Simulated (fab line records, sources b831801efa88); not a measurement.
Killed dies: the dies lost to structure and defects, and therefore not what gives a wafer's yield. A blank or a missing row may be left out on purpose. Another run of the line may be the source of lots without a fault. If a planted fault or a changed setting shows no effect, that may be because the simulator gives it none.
Chamber matching ; flow sky130 ; 4 sister chambers for SKY_METAL4_ETCH_17 on rieDiel-02
The step etches SiO2 in C4F8/O2/Ar, stops on TiN, time 3.9 s, target depth 15 nm. 20 wafers are shown with their chamber, then 10 later ones without.

## EACH WAFER AND ITS CHAMBER
wafer;chamber;oesProductAu (a.u.)
L078.3;1;0.753
L078.4;3;0.743
L078.6;0;0.730
L081.2;2;0.760
L081.4;1;0.768
L081.6;2;0.760
L085.3;3;0.751
L085.5;1;0.755
L085.6;0;0.752
L080.4;0;0.765
L080.5;0;0.759
L080.6;1;0.766
L086.2;0;0.752
L086.5;3;0.744
L086.6;0;0.751
L083.2;0;0.753
L083.3;1;0.760
L083.5;1;0.761
L089.1;3;0.731
L089.3;2;0.741

SIGNATURES (means of the wafers above)
reading;chamber 0;chamber 1;chamber 2;chamber 3;scatter within a chamber
oesProductAu;0.75171;0.76050;0.75367;0.74225;0.0091
Rule: for a wafer and a chamber, the distance is found by dividing, reading by reading, the gap between the wafer's reading and the chamber's mean by the reading's scatter, squaring, summing and taking the root. The wafer belongs to the nearest chamber; if the next one is less than 2 further off, it can't be placed. The scatter is the square root of a quotient: the sum, over the shown wafers, of each reading's squared deviation from its chamber's mean, divided by wafers minus chambers.

## WAFERS WITH NO CHAMBER GIVEN
wafer;oesProductAu (a.u.)
L089.6;0.749
L094.3;0.738
L094.4;0.751
L094.5;0.741
L095.1;0.765
L095.3;0.763
L095.5;0.755
L096.4;0.749
L096.5;0.761
L096.6;0.757

## WHICH CHAMBER EACH ONE RAN IN
wafer;from the rows above;in truth
L089.6;can't be placed: 0 or 2 or 3 or 1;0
L094.3;can't be placed: 3 or 0 or 2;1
L094.4;can't be placed: 0 or 2 or 3 or 1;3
L094.5;can't be placed: 3 or 0 or 2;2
L095.1;can't be placed: 1 or 2 or 0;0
L095.3;can't be placed: 1 or 2 or 0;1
L095.5;can't be placed: 2 or 0 or 1 or 3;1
L096.4;can't be placed: 0 or 2 or 3 or 1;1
L096.5;can't be placed: 1 or 2 or 0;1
L096.6;can't be placed: 2 or 1 or 0 or 3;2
Correctly placed: 0 of 10. Not placeable from these rows: 10 (in 9, the candidates include the true chamber). Placed wrongly: 0.
